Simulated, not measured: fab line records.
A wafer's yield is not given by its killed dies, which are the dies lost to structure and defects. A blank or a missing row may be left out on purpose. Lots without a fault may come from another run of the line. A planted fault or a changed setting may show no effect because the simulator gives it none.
fab line records | flow sky130
record: lots: 6 wafers: 18 last-day: 49
route steps=708 shown FIELD_ISO@7 PAD_OPEN@708
lots that met no fault: taken from a fault-free run of the same line
start-h: hours from the record's first day to the start of the lot's first wafer shown | wait-h: hours elapsed since this lot's preceding step | " the same as in the row above | L1.1+2: a row that stands for several wafers | - value missing, or start not given | * or withheld: withheld | < > ~ a bound
route shown NAME@n: a module of which the file shows steps, and the number in the route of the first | usual: average and standard deviation across the fault-free wafers | same: alike in all rows | chamber/n: place in a boat | sites: readings site by site | _std_site: standard deviation across them | _edge_site: mean of outer sites minus mean of inner sites | radius-mm: for every site, how far away it sits from the centre of the wafer | mask NAME#n: copy n | behind: the most recent tool/chamber to have shaped the wafer | hold: why the lot was held/for how many hours/how that ended | device: the transistor (n, p or np) that didn't switch | end of line: the same wafers' tests at the end of the route | where a step has no rows: the recipe by itself | killed: dies lost to structure and defects at the first sort, not the wafer's yield | map: dies across one wafer; x = killed, . = not, _ = none there
set.NAME: the setting that was run; set.NAME@STEP: the one run at that earlier step | model.NAME: the simulator's own value behind a step, which no gauge read
lots at selected steps of the route; one table per step, one row per wafer
services: from which hour (start-h, from the record's first day; less than 0 if before it) a tool's chamber was out of use, for how many hours, and why
== steps ==
step: SKY_FIELD_ISO_HMDS_06
recipe: prime-time-s: 60 prime-temp-c: 120
step: SKY_FIELD_ISO_COAT_07
recipe: resist: BARC temp-c: withheld time-s: withheld spin-rpm: 3000 resist-thk-nm: 60
step: SKY_FIELD_ISO_COAT_08
recipe: resist: KrF-thick spin-rpm: 2947 resist-thk-nm: 450
step: SKY_FIELD_ISO_SOFTBAKE_09
recipe: temp-c: 100 time-s: 90 resist: KrF-thick
step: SKY_FIELD_ISO_EXPOSE_10
recipe: mask-id: FOM na: 0.68 source-shape: annular sigma-inner: 0.4 sigma-outer: 0.8 target-cd-nm: 150 dose-mj: 28
step: SKY_FIELD_ISO_PEB_11
recipe: peb-temp-c: withheld peb-time-s: withheld resist: KrF-thick
step: SKY_FIELD_ISO_DEVELOP_12
recipe: develop-time-s: 60 resist: KrF-thick dev-temp-c: 21
step: SKY_FIELD_ISO_CD_MEAS_13
recipe: target-cd-nm: 150
usual: cd-nm: 150.0/1.7
columns lot.wafer tool chamber start-h wait-h cd-nm
L853.2 cd-sem-01 - 31.95 - 149.0
L853.3 " - " " 148.9
L853.4 " - " " 148.5
L858.2 cd-sem-01 - 56.86 - 149.1
L858.3 " - " " 149.6
L858.4 " - " " 149.1
L859.2 cd-sem-01 - 61.21 - 148.6
L859.3 " - " " 149.1
L859.4 " - " " 150.0
L860.1 cd-sem-02 - 69.97 - 149.6
L860.2 " - " " 149.4
L860.5 " - " " 149.9
L862.1 cd-sem-01 - 80.48 - 148.6
L862.3 " - " " 148.8
L862.5 " - " " 147.4
L871.1 cd-sem-01 - 120.68 - 150.7
L871.3 " - " " 149.8
L871.4 " - " " 149.9
step: SKY_FIELD_ISO_ETCH_14
recipe: chemistry: N2/H2 target: BARC ion-energy-ev: 200 source-w: 500 bias-w: 100 pressure-mtorr: 30 n2-flow-sccm: 100 h2-flow-sccm: 200 stop-on: SiO2 time-s: 45.9 target-depth-a: 600
usual: drypump-motor-current-A: 5.9/0.44 oes-product-au: 0.854/0.0048 run-length-s: 74.1/0.39 throttle-valve-pct: 13.225/0.0088
columns lot.wafer tool chamber start-h wait-h drypump-motor-current-A oes-product-au rf-hours-counter-h run-length-s throttle-valve-pct
L853.2 rie-diel-04 2 32.05 0.1 5.4 0.856 155 74.4 13.217
L853.3 " 1 " " 6.1 0.856 64 74.0 13.211
L853.4 " 3 " " 6.0 0.854 150 73.8 13.240
L858.2 rie-diel-02 1 56.96 0.1 6.5 0.856 55 73.8 13.245
L858.3 " 0 " " 5.8 0.858 107 74.3 13.233
L858.4 " 2 " " 6.3 0.856 44 73.6 13.232
L859.2 rie-diel-01 0 61.31 0.1 5.8 0.853 136 74.1 13.225
L859.3 " 2 " " 6.1 0.854 17 74.9 13.220
L859.4 " 1 " " 6.7 0.852 18 74.3 13.228
L860.1 rie-diel-02 3 70.09 0.1 5.2 0.851 69 73.6 13.224
L860.2 " 1 " " 6.5 0.850 55 73.6 13.224
L860.5 " 2 " " 6.3 0.852 - 73.7 13.214
L862.1 rie-diel-04 1 80.60 0.1 6.1 0.852 65 74.3 13.226
L862.3 " 2 " " 5.3 0.852 155 74.5 13.220
L862.5 " 2 " " 5.3 0.852 - 74.4 13.223
L871.1 rie-diel-01 1 120.80 0.1 6.7 0.859 19 74.2 13.231
L871.3 " 2 " " 6.1 0.858 18 74.8 13.226
L871.4 " 3 " " 5.2 0.854 154 74.3 13.216
step: SKY_FIELD_ISO_ETCH_15
recipe: chemistry: CHF3/O2 target-depth-nm: 180 stop-on: Si source-w: 600 bias-w: 200 pressure-mtorr: 40 chf3-flow-sccm: 50 O2_flow_sccm: 5 time-s: 72
usual: drypump-motor-current-A: 5.9/0.44 oes-product-au: 0.946/0.0065 run-length-s: 100.2/0.42 throttle-valve-pct: 8.844/0.0095
columns lot.wafer tool chamber start-h wait-h drypump-motor-current-A oes-product-au rf-hours-counter-h run-length-s throttle-valve-pct
L853.2 rie-diel-04 2 32.09 0.0 5.3 0.949 155 100.5 8.848
L853.3 " 1 " " 6.1 0.947 64 100.3 8.849
L853.4 " 3 " " 6.0 0.947 150 99.4 8.829
L858.2 rie-diel-02 1 57.00 0.0 6.5 0.950 55 99.9 8.849
L858.3 " 0 " " 5.8 0.941 107 100.6 8.842
L858.4 " 2 " " 6.3 0.938 44 100.0 8.829
L859.2 rie-diel-01 0 61.35 0.0 5.8 0.952 136 99.9 8.858
L859.3 " 2 " " 6.1 0.952 17 100.5 8.855
L859.4 " 1 " " 6.6 0.941 18 100.4 8.860
L860.1 rie-diel-02 3 70.13 0.0 5.2 0.940 69 99.9 8.856
L860.2 " 1 " " 6.5 0.944 55 100.1 8.842
L860.5 " 2 " " 6.2 0.943 - 100.1 8.838
L862.1 rie-diel-04 1 80.64 0.0 6.1 0.951 65 100.4 8.856
L862.3 " 2 " " 5.3 0.945 155 100.3 8.858
L862.5 " 2 " " 5.3 0.949 - 100.6 8.852
L871.1 rie-diel-01 1 120.84 0.0 6.7 0.942 19 100.5 8.841
L871.3 " 2 " " 6.1 0.942 18 101.1 8.839
L871.4 " 3 " " 5.1 0.943 154 100.4 8.833
step: SKY_FIELD_ISO_STRIP_16
recipe: chemistry: O2/N2 power-w: 1400 pressure-mtorr: 1500 platen-temp-c: withheld o2-flow-sccm: 3000 n2-flow-sccm: 300 overash-fraction: 0.5
usual: drypump-motor-current-A: 5.5/0.49 oes-product-au: 0.380/0.0045 strip-time-to-endpoint-s: 3.585/0.027
columns lot.wafer tool chamber start-h wait-h drypump-motor-current-A oes-product-au rf-hours-counter-h strip-time-to-endpoint-s
L853.2 plasma-asher-02 0 32.15 0.0 5.5 0.378 22 3.513
L853.3 " 0 " " 5.4 0.384 - 3.599
L853.4 " 1 " " 4.7 0.382 - 3.572
L858.2 plasma-asher-02 1 57.06 0.0 4.8 0.375 25 3.556
L858.3 " 0 " " 5.5 0.381 - 3.583
L858.4 " 1 " " 4.8 0.378 - 3.583
L859.2 plasma-asher-02 1 61.41 0.0 4.7 0.382 25 3.574
L859.3 " 0 " " 5.4 0.379 - 3.606
L859.4 " 1 " " 4.7 0.389 - 3.610
L860.1 plasma-asher-02 1 70.19 0.0 4.8 0.379 26 3.546
L860.2 " 0 " " 5.4 0.377 26 3.576
L860.5 " 0 " " 5.5 0.379 - 3.560
L862.1 plasma-asher-04 0 80.70 0.0 5.4 0.377 39 3.622
L862.3 " 0 " " 5.4 0.388 - 3.600
L862.5 " 0 " " 5.4 0.386 - 3.551
L871.1 plasma-asher-01 0 120.90 0.0 6.3 0.373 43 3.584
L871.3 " 0 " " 6.3 0.380 - 3.594
L871.4 " 1 " " 6.1 0.388 - 3.600
step: SKY_FIELD_ISO_ETCH_17
recipe: target-depth-a: 3420 mask-material: Si3N4 chemistry: HBr/Cl2/O2 target: Si taper-deg: 5 icp-w: 600 bias-w: 145.2 pressure-mtorr: 15 HBr_flow_sccm: 150 Cl2_flow_sccm: 40 O2_flow_sccm: 6 time-s: 97.7
usual: drypump-motor-current-A: 5.4/0.49 oes-product-au: 0.992/0.009 run-length-s: 125.97/0.29 throttle-valve-pct: 25.663/0.011
columns lot.wafer tool chamber start-h wait-h drypump-motor-current-A oes-product-au rf-hours-counter-h run-length-s throttle-valve-pct
L853.2 rie-si-01 1 32.25 0.1 5.8 0.988 51 125.89 25.650
L853.3 " 3 " " 6.1 0.994 1 125.99 25.653
L853.4 " 0 " " 5.2 1.008 1 126.42 25.650
L858.2 rie-si-01 3 57.16 0.1 6.1 0.976 1 125.66 25.681
L858.3 " 2 " " 6.0 0.993 90 125.97 25.651
L858.4 " 1 " " 5.8 0.983 51 126.36 25.657
L859.2 rie-si-02 1 61.51 0.1 5.5 1.008 3 126.07 25.652
L859.3 " 0 " " 5.1 0.994 2 125.92 25.672
L859.4 " 0 " " 5.1 0.992 - 126.05 25.652
L860.1 rie-si-01 3 70.29 0.1 6.1 0.994 1 125.84 25.679
L860.2 " 1 " " 5.8 0.994 51 126.70 25.667
L860.5 " 3 " " 6.1 0.989 - 126.47 25.662
L862.1 rie-si-01 3 80.80 0.1 6.1 0.986 1 126.05 25.662
L862.3 " 1 " " 5.7 0.990 52 126.51 25.674
L862.5 " 3 " " 6.1 0.989 - 125.86 25.662
L871.1 rie-si-01 3 121.00 0.1 6.1 0.985 2 126.12 25.654
L871.3 " 1 " " 5.8 0.969 52 126.31 25.667
L871.4 " 2 " " 6.0 0.995 91 125.83 25.661
step: SKY_FIELD_ISO_WET_ETCH_18
recipe: chemistry: H3PO4 target-depth-nm: 25 temp-c: 160 target: Si3N4 time-s: 286
usual: run-length-s: 312.5/2.9
columns lot.wafer tool chamber start-h wait-h run-length-s
L853.2 wet-bench-01 1 32.32 0.0 311.9
L853.3 " 1 " " 311.9
L853.4 " 1 " " 311.9
L858.2 wet-bench-01 2 57.23 0.0 337.7
L858.3 " 2 " " 337.7
L858.4 " 2 " " 337.7
L859.2 wet-bench-01 0 61.58 0.0 334.6
L859.3 " 0 " " 334.6
L859.4 " 0 " " 334.6
L860.1 wet-bench-03 0 70.36 0.0 310.7
L860.2 " 0 " " 310.7
L860.5 " 0 " " 310.7
L862.1 wet-bench-03 3 80.87 0.0 321.1
L862.3 " 3 " " 321.1
L862.5 " 3 " " 321.1
L871.1 wet-bench-01 0 121.07 0.0 309.6
L871.3 " 0 " " 309.6
L871.4 " 0 " " 309.6
step: SKY_FIELD_ISO_CLEAN_19
recipe: chemistry: SC1/SC2 mix: 1:4:20 temp-c: 70 time-s: 150
step: SKY_PAD_OPEN_PROBE_99
usual: defect-limited-yield: 82.9/1.8 killed_at_M0_to_M3: 42/7.2 killed_at_M4_up: 3.2/1.8 killed-at-contacts: 24/5.4 killed-at-front-end: 15/4 killed-at-other: 0.3/0.59 killed-dies: 84/9 killed-open: 46/7.1 killed-short: 38/6 sort_bin_3_pad_short: 0.8/0.41 sort_bin_5_function: 10.1/1.3 sort_bin_6_memory: 6.3/1.2 sort-n-pass: 408/9 sort-yield-pct: 82.9/1.8
same: gross-dies: 492 killed-at-back-side: 0 sort_bin_4_leakage[%]: 0 sort_bin_8_speed[%]: 0
columns lot.wafer tool chamber start-h wait-h defect-limited-yield[%] killed_at_M0_to_M3 killed_at_M4_up killed-at-contacts killed-at-front-end killed-at-other killed-dies killed-open killed-short sort_bin_3_pad_short[%] sort_bin_5_function[%] sort_bin_6_memory[%] sort-n-pass sort-yield-pct[%]
L853.2 prober-01 - 1087.50 0.1 82.3 47 2 22 15 1 87 44 42 1.0 11.0 5.7 405 82.3
L853.3 prober-01 - 1087.55 0.2 82.1 31 3 33 21 0 88 55 33 1.0 10.8 6.1 404 82.1
L853.4 prober-01 - 1087.60 0.2 84.8 38 5 18 14 0 75 33 42 2.0 7.7 5.5 417 84.8
L862.1 prober-02 - 1137.92 0.1 82.5 49 1 27 8 1 86 41 44 1.2 10.6 5.7 406 82.5
L862.3 prober-02 - 1138.02 0.2 84.3 31 4 28 13 1 77 45 32 0.4 9.6 5.7 415 84.3
L862.5 prober-02 - 1138.12 0.2 85.2 44 4 15 10 0 73 41 32 0.6 9.1 5.1 419 85.2
L871.1 prober-01 - 1180.40 0.1 82.1 44 2 26 16 0 88 47 41 0.2 11.0 6.7 404 82.1
L871.3 prober-01 - 1180.50 0.2 85.2 34 1 22 16 0 73 42 31 1.2 7.7 5.9 419 85.2
L871.4 prober-01 - 1180.55 0.2 83.9 37 2 21 19 0 79 41 38 1.4 9.6 5.1 413 83.9
killed by level:class
L853.2 VIA1:geometric-particle:open=12 CONTACT:geometric-particle:open=10 VIA2:geometric-particle:open=6 FIELD_ISO:geometric-particle:open=5 LOCAL_INTERCONNECT:geometric-particle:short=5 METAL2:geometric-particle:short=5 METAL3:geometric-particle:short=5 VIA3:geometric-particle:short=5
L853.3 CONTACT:geometric-particle:open=14 POLY_GATE:geometric-particle:open=8 LI_CONTACT:geometric-particle:open=8 VIA1:geometric-particle:open=7 VIA3:geometric-particle:open=6 POLY_GATE:geometric-particle:short=5 LI_CONTACT:geometric-particle:short=4 FIELD_ISO:geometric-particle:short=3
L853.4 VIA1:geometric-particle:open=8 CONTACT:geometric-particle:short=6 CONTACT:geometric-particle:open=6 VIA1:geometric-particle:short=5 METAL4:geometric-particle:short=5 FIELD_ISO:geometric-particle:short=4 POLY_GATE:geometric-particle:open=4 LI_CONTACT:geometric-particle:short=4
L862.1 METAL1:geometric-particle:short=9 LI_CONTACT:geometric-particle:open=8 CONTACT:geometric-particle:open=8 VIA3:geometric-particle:open=8 VIA1:geometric-particle:open=7 VIA2:geometric-particle:open=6 METAL2:geometric-particle:short=5 LOCAL_INTERCONNECT:geometric-particle:short=5
L862.3 VIA2:geometric-particle:open=9 VIA1:geometric-particle:open=8 CONTACT:geometric-particle:short=7 CONTACT:geometric-particle:open=6 LOCAL_INTERCONNECT:geometric-particle:short=6 LI_CONTACT:geometric-particle:open=5 POLY_GATE:geometric-particle:open=3 VIA2:geometric-particle:short=3
L862.5 VIA1:geometric-particle:open=12 VIA2:geometric-particle:open=7 VIA3:geometric-particle:short=7 CONTACT:geometric-particle:open=6 VIA3:geometric-particle:open=4 LOCAL_INTERCONNECT:geometric-particle:short=4 METAL1:geometric-particle:short=4 VIA1:geometric-particle:short=4
L871.1 VIA1:geometric-particle:open=10 FIELD_ISO:geometric-particle:short=8 LI_CONTACT:geometric-particle:open=8 CONTACT:geometric-particle:open=8 METAL1:geometric-particle:short=6 VIA2:geometric-particle:open=6 LOCAL_INTERCONNECT:geometric-particle:short=5 VIA3:geometric-particle:open=5
L871.3 VIA1:geometric-particle:open=9 CONTACT:geometric-particle:open=8 LI_CONTACT:geometric-particle:open=6 POLY_GATE:geometric-particle:short=5 VIA3:geometric-particle:open=5 POLY_GATE:geometric-particle:open=4 LOCAL_INTERCONNECT:geometric-particle:short=4 METAL1:geometric-particle:short=4
L871.4 METAL1:geometric-particle:short=10 VIA1:geometric-particle:open=7 VIA2:geometric-particle:open=6 FIELD_ISO:geometric-particle:short=5 LI_CONTACT:geometric-particle:open=5 LOCAL_INTERCONNECT:geometric-particle:short=5 CONTACT:geometric-particle:open=5 POLY_GATE:geometric-particle:open=4
== services ==
columns tool chamber start-h hours kind
rie-diel-02 2 19.47 2.8 repair
rie-diel-04 - 20.01 0.1 repair
rie-si-01 3 34.24 3.2 repair
rie-si-02 3 40.06 20.0 repair
rie-si-02 3 60.95 9.3 repair
rie-si-01 1 70.47 5.3 repair
rie-si-02 1 96.69 1.5 repair
plasma-asher-04 - 106.32 2.9 repair
rie-si-02 2 110.48 4.0 repair
== key ==
first-sign: step: SKY_FIELD_ISO_WET_ETCH_18 reading: run-length-s direction: up sigmas: 8.2 usual: * struck: *
effect none on later readings
met-at SKY_FIELD_ISO_WET_ETCH_18
struck-wafers L858.2,L858.3,L858.4,L859.2,L859.3,L859.4
rows-end L858.2,L858.3,L858.4,L859.2,L859.3,L859.4
onset-between 32.32 57.23
fault: kind: process-parameter-drift tool: wet-bench-01 chamber: - onset-h: 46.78 steps: SKY_FIELD_ISO_WET_ETCH_18 channel: time-s offset: * shape: step end-h: 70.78 acts-in: * stated: *
rows-end: these wafers met a further fault down the route, and their rows from its step on are left out
